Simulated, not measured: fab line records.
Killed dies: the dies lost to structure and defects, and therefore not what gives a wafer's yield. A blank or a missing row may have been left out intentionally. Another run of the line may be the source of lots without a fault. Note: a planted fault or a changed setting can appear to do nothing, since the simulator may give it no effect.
Check of tool commonality | flow sky130 | 39 wafers sampled across 13 lots

## WHAT PROMPTED THE OPENING
At SKY_VT_ADJUST_LVTN_TW_MEAS_21 the reading VT_ADJUST_LVTN_2_TW is flagged on 1 of 13 lots. Wafers without a fault read 189.5, standard deviation 0.97.
Rule: a lot gets a flag if all its wafers with a number sit over 4 standard deviations from that mean, or if no wafer of it has a number. As for the other lots, they are considered sound.

lot  | measured     | on            | VT_ADJUST_LVTN_2_TW, wafer by wafer | flag
L954 | day 8 00:13  | film-metro-01 | 190.3 190.3 189.3                   |
L955 | day 8 08:19  | film-metro-01 | 189.3 190.8 191.6                   |
L956 | day 8 12:40  | film-metro-04 | 190.1 189.9 189.5                   |
L957 | day 8 17:01  | film-metro-04 | 189.6 189.5 189.6                   |
L961 | day 10 04:52 | film-metro-02 | 186.6 188.0 188.8                   |
L962 | day 10 09:27 | film-metro-02 | 188.8 187.6 188.3                   |
L963 | day 10 13:10 | film-metro-01 | 189.7 191.8 190.1                   |
L966 | day 11 13:55 | film-metro-04 | 30.3 30.3 30.3                      | FLAGGED
L970 | day 12 11:13 | film-metro-04 | 189.5 190.4 189.5                   |
L972 | day 13 07:07 | film-metro-02 | 188.9 187.9 188.5                   |
L974 | day 14 02:37 | film-metro-01 | 190.5 190.2 190.1                   |
L975 | day 14 17:34 | film-metro-04 | 189.9 189.0 189.5                   |
L976 | day 14 17:49 | film-metro-04 | 189.7 189.5 188.9                   |
On average the flagged lots read 30.3, which is -159.2 against the usual, or -99 or more standard deviations.

## LOT BY LOT: THE TOOL USED
Before the reading, the record contains 2 process steps out of a 708-step route. Each cell gives the tool, then ch followed by the chambers the sampled wafers passed through, then the start.
lot  | flag    | SKY_NWELL_STRIP_14                   | SKY_VT_ADJUST_LVTN_EXPOSE_15
L954 |         | plasma-asher-01 ch 0,1, day 4 19:46  | iline-stepper-02 ch 0, day 7 15:23
L955 |         | plasma-asher-04 ch 0,1, day 5 03:04  | iline-stepper-01 ch 0, day 7 21:22
L956 |         | plasma-asher-01 ch 0,1, day 5 07:31  | iline-stepper-02 ch 0, day 8 02:16
L957 |         | plasma-asher-04 ch 0,1, day 5 11:22  | iline-stepper-01 ch 0, day 8 07:14
L961 |         | plasma-asher-04 ch 0,1, day 6 17:40  | iline-stepper-02 ch 0, day 9 17:10
L962 |         | plasma-asher-02 ch 0,1, day 6 23:22  | iline-stepper-02 ch 0, day 9 22:19
L963 |         | plasma-asher-01 ch 0,1, day 7 00:44  | iline-stepper-02 ch 0, day 10 02:13
L966 | FLAGGED | plasma-asher-02 ch 0,1, day 7 20:22  | iline-stepper-01 ch 0, day 11 02:32
L970 |         | plasma-asher-01 ch 0,1, day 8 14:31  | iline-stepper-01 ch 0, day 11 22:40
L972 |         | plasma-asher-04 ch 0,1, day 9 06:22  | iline-stepper-01 ch 0, day 12 18:04
L974 |         | plasma-asher-02 ch 0,1, day 9 23:34  | iline-stepper-01 ch 0, day 13 13:44
L975 |         | plasma-asher-01 ch 0,1, day 10 11:58 | iline-stepper-01 ch 0, day 14 03:34
L976 |         | plasma-asher-02 ch 0,1, day 10 12:20 | iline-stepper-02 ch 0, day 14 04:02
These steps, and what they do:
- SKY_NWELL_STRIP_14: strips in O2/N2.
- SKY_VT_ADJUST_LVTN_EXPOSE_15: exposes mask HVN STD DERIVED, target cd 600 nm.
- SKY_VT_ADJUST_LVTN_TW_MEAS_21

## FLAGGED AGAINST TOTAL, ONE TOOL AT A TIME (gauges that did the reading follow at the end)
step                          | tool             | lots run | flagged | share of the flagged lots | sound lots run after its first flagged lot
SKY_NWELL_STRIP_14            | plasma-asher-01  | 5        | 0       | none                      | -
SKY_NWELL_STRIP_14            | plasma-asher-02  | 4        | 1       | all                       | 2 (L974,L976)
SKY_NWELL_STRIP_14            | plasma-asher-04  | 4        | 0       | none                      | -
SKY_VT_ADJUST_LVTN_EXPOSE_15  | iline-stepper-01 | 7        | 1       | all                       | 4 (L970,L972,L974,L975)
SKY_VT_ADJUST_LVTN_EXPOSE_15  | iline-stepper-02 | 6        | 0       | none                      | -
SKY_VT_ADJUST_LVTN_TW_MEAS_21 | film-metro-01    | 4        | 0       | none                      | -
SKY_VT_ADJUST_LVTN_TW_MEAS_21 | film-metro-02    | 3        | 0       | none                      | -
SKY_VT_ADJUST_LVTN_TW_MEAS_21 | film-metro-04    | 6        | 1       | all                       | 3 (L970,L975,L976)

## THE TABLE: WHAT IT ALLOWS
3 rows of the table ran every flagged lot: plasma-asher-02 at SKY_NWELL_STRIP_14, iline-stepper-01 at SKY_VT_ADJUST_LVTN_EXPOSE_15, film-metro-04 at SKY_VT_ADJUST_LVTN_TW_MEAS_21.
- plasma-asher-02 at SKY_NWELL_STRIP_14: 1 of its 4 lots flagged. Sound lots followed the first flagged one (L974, L976) on it, something a lasting fault affecting the whole tool could not allow.
- iline-stepper-01 at SKY_VT_ADJUST_LVTN_EXPOSE_15: 1 of its 7 lots flagged. Sound lots followed the first flagged one (L970, L972, L974, L975) on it, something a lasting fault affecting the whole tool could not allow.
- film-metro-04 at SKY_VT_ADJUST_LVTN_TW_MEAS_21: 1 of its 6 lots flagged. Sound lots followed the first flagged one (L970, L975, L976) on it, something a lasting fault affecting the whole tool could not allow.
Every row of the table either missed a flagged lot or ran a sound lot after the first.

## WHAT THE SIMULATOR PUT IN
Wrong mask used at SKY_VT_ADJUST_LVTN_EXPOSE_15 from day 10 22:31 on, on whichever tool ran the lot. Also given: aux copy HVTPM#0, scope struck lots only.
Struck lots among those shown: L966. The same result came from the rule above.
